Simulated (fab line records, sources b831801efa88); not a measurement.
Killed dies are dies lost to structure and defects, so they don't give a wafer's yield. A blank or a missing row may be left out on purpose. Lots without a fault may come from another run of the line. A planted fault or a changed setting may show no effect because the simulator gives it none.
A struck lot beside a sound one | flow sky130 | 17 steps out of a route of 708
Sound: wafers L611.2, L611.4, L611.5. Struck: wafers L625.3, L625.4, L625.6. The cause comes at the end.
At each step with rows: each side's tool, then ch and its chambers, then its first start. Under that, the readings that differ: sound wafers | struck wafers | difference of the means | sigmas: that difference in standard deviations of wafers without a fault.
alike: readings whose means differ by less than 2 such deviations, and words and numbers that are the same on both sides. not compared: withheld readings, readings that some wafer has no value for, bounds like >300 that may hide the same value, and numbers for which the record gives no deviation and whose values overlap.
The two part at a step that has a row with sigmas, a row that says differs or no value, or rows on one side only. Numbers that don't overlap but have no deviation are shown without sigmas and don't part them. A reading that every wafer of one side lacks parts them only if that side has two wafers or more.

SKY_VT_ADJUST_LVTN_OVL_MEAS_07:
  sound on overlay-02, day 7 09:29; struck on overlay-02, day 11 07:47
  alike: VT_ADJUST_LVTN_OVL
then, 1 step without rows for these wafers: SKY_VT_ADJUST_LVTN_IMPLANT_08.
SKY_VT_ADJUST_LVTN_STRIP_09: strips in O2/N2.
  sound on plasma_asher-04 ch 1, day 7 09:40; struck on plasma_asher-01 ch 0,1, day 11 07:59
  alike: drypump_motor_current_A, oes_product_au, strip_time_to_endpoint_s
  not compared: rf_hours_counter_h
SKY_VT_ADJUST_LVTN_TW_MEAS_10:
  sound on film_metro-04, day 7 09:47; struck on film_metro-02, day 11 08:05
  alike: VT_ADJUST_LVTN_TW
then, 7 steps without rows for these wafers: SKY_VT_ADJUST_LVTN_DEHYDRATE_11 (time 60 s); SKY_VT_ADJUST_LVTN_HMDS_12 (prime time 60 s); SKY_VT_ADJUST_LVTN_COAT_13 (resist thk 1140 nm); SKY_VT_ADJUST_LVTN_SOFTBAKE_14 (time 60 s); SKY_VT_ADJUST_LVTN_EXPOSE_15 (exposes mask HVN STD DERIVED, target cd 600 nm); SKY_VT_ADJUST_LVTN_PEB_16; SKY_VT_ADJUST_LVTN_DEVELOP_17 (develop time 60 s).
SKY_VT_ADJUST_LVTN_OVL_MEAS_18:
  sound on overlay-01, day 8 06:59; struck on overlay-01, day 12 07:39
  reading                    | sound          | struck      | difference | sigmas
  VT_ADJUST_LVTN_01_OVL (nm) | -1.2 -1.6 -1.7 | 1.4 2.5 2.9 | +3.8       | +3
SKY_VT_ADJUST_LVTN_IMPLANT_19:
  sound on implanter-02 ch 0, day 8 07:02; struck on implanter-04 ch 0, day 12 08:02
SKY_VT_ADJUST_LVTN_STRIP_20: strips in O2/N2.
  sound on plasma_asher-04 ch 0,1, day 8 07:10; struck on plasma_asher-03 ch 0,1, day 12 08:10
  alike: drypump_motor_current_A, oes_product_au, strip_time_to_endpoint_s
  not compared: rf_hours_counter_h
SKY_VT_ADJUST_LVTN_TW_MEAS_21:
  sound on film_metro-04, day 8 07:16; struck on film_metro-04, day 12 08:16
  reading             | sound             | struck            | difference | sigmas
  VT_ADJUST_LVTN_2_TW | 187.0 188.1 188.1 | 229.3 228.9 228.7 | +41.2      | +46
then, 1 step without rows for these wafers: SKY_VT_ADJUST_NCORE_DEHYDRATE_00 (time 60 s).
-- the record jumps here: 37 days lie between the struck wafers' starts before and after (it left off in module VT_ADJUST_NCORE and takes up again in module PAD_OPEN, whose first step shown is number 708 of the route) --
SKY_PAD_OPEN_PROBE_99:
  sound on prober-02, day 46 12:00; struck on prober-01, day 49 16:01
  reading                                    | sound                | struck              | difference | sigmas
  model.etest.res_pwell_under_gate.rs_ohm_sq | 2312 2289 2297       | 2175 2183 2181      | -120       |
  model.etest.tip_n_5v.rs_ohm_sq             | 1394 1398 1392       | 1450 1460 1460      | +62        |
  model.etest.nfet_g5v0d10v5.r_on_ohm_um     | 1875 1887 1892       | 1942 1945 1937      | +57        |
  model.etest.nfet_g5v0d10v5.drive_ua_um     | 615.7 601.7 616.3    | 574.8 572.2 576.4   | -36.8      |
  model.etest.nfet_16v.drive_ua_um           | 225.2 222.4 226.4    | 209.2 206.9 210.3   | -15.9      |
  model.etest.pfet_16v.drive_ua_um           | 242.9 245.5 243.6    | 263.1 257.6 262.6   | +17.1      |
  model.etest.ring_5v.delay_ps               | 44.46 44.93 44.6     | 45.8 45.62 45.91    | +1.1       |
  model.etest.nfet_g5v0d10v5.body_rise_v (V) | 0.6671 0.6755 0.6668 | 0.7586 0.7682 0.758 | +0.0918    |
  alike: killed_at_M0_to_M3, killed_at_M4_up, killed_at_contacts, killed_at_front_end, killed_at_other, killed_dies, killed_open, killed_short

WHERE THEY PART
First at SKY_VT_ADJUST_LVTN_OVL_MEAS_18; last, within this record, at SKY_VT_ADJUST_LVTN_TW_MEAS_21. Later steps at which nothing parts them and some readings are alike: SKY_PAD_OPEN_PROBE_99.

WHY: what the simulator had put in
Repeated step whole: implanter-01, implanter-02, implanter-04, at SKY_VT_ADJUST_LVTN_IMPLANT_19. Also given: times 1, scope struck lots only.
